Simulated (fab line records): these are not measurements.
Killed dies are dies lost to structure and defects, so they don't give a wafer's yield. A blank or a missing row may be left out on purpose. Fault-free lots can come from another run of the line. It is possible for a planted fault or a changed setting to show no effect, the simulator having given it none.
8D (eight disciplines) problem report, filled in by code    flow gf180mcu    the parts of the form that need people (team, actions taken, sign-off) are left out

## 1. PROBLEM STATEMENT
Wafers without a fault read 140.1 W, standard deviation 0.41; bias_w at GF_M3_METAL_ETCH_16 reads a mean of 188.2 W on 6 wafers belonging to 2 lots. That is +99 or more standard deviations from the usual mean.
The step: etches the open film in Cl2/BCl3, stops on SiO2, target depth 750.8 nm, time 125.1 s.
First observed at day 26 01:49: wafer L664.1, on rie_metal-04. The record holds 33 wafers of 11 lots with a number at this step. The rule behind "out" and "out of limits": a value lying over 4 standard deviations away from the usual mean. The other wafers with a number count as sound.

## 2. WHAT IT IS, AND WHAT IT ISN'T
question                     is                      is not
which readings at this step  bias_w                  drypump_motor_current_A, mfc_cl2_sccm, throttle_valve_pct
which lots                   L664, L665              L652, L654, L655, L656, L658, L663, L670, L674, L675
which wafers of those lots   all that have a number  -
read on which tools          rie_metal-04            rie_metal-01, rie_metal-03
when                         from day 26 01:49       up to then (18 sound wafers); but 9 sound wafers of L670, L674, L675 came after

## 3. WHAT RULES OUT EACH SUSPECT
Counting: a tool at a process step up to the reading stays a suspect if it ran every lot that is out and no sound lot after the first of them.
- rie_metal-04 at GF_M3_METAL_ETCH_16 (etches the open film in Cl2/BCl3, stops on SiO2, target depth 750.8 nm, time 125.1 s): kept. All lots that are out passed through it, beginning with L664 at day 26 01:49, and no sound lot followed; its final sound lot before that point was L663 at day 25 11:01. Its own bias_w readings are out on those wafers.
After counting, what remains is rie_metal-04 at GF_M3_METAL_ETCH_16.

## 4. THE CAUSE (what the simulator had put in)
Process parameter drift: rie_metal-04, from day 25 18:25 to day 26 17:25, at GF_M3_METAL_ETCH_16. The setting bias_w was moved by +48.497, starting from 140. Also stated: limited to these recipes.
Counting left only this tool.

## 5. THE EFFECT CHAIN, in route order
Each row: a reading whose mean over the struck wafers that have a number lies more than 3 standard deviations from the usual. Readings are gone through only where the record gives a usual standard deviation; hours: the median, over the lots, of the time from a lot's start at the first step in this table giving one to that lot's start at this step; sigmas: the change measured in usual standard deviations.
hours  step                 reading                   usual    on struck wafers  change  sigmas
0      GF_M3_METAL_ETCH_16  bias_w                    140.1 W  188.2             +48.2   +99 or more
0      GF_M3_STRIP_17       strip_time_to_endpoint_s  7.37 s   7.03              -0.34   -7.7
Its process steps:
- GF_M3_METAL_ETCH_16: etches the open film in Cl2/BCl3, stops on SiO2, target depth 750.8 nm, time 125.1 s.
- GF_M3_STRIP_17: strips in O2/N2.

## 6. HOW IT WOULD HAVE BEEN CAUGHT EARLIER
First out-of-limits reading in this record: day 26 01:49, which is 7 hours after fault onset at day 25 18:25.
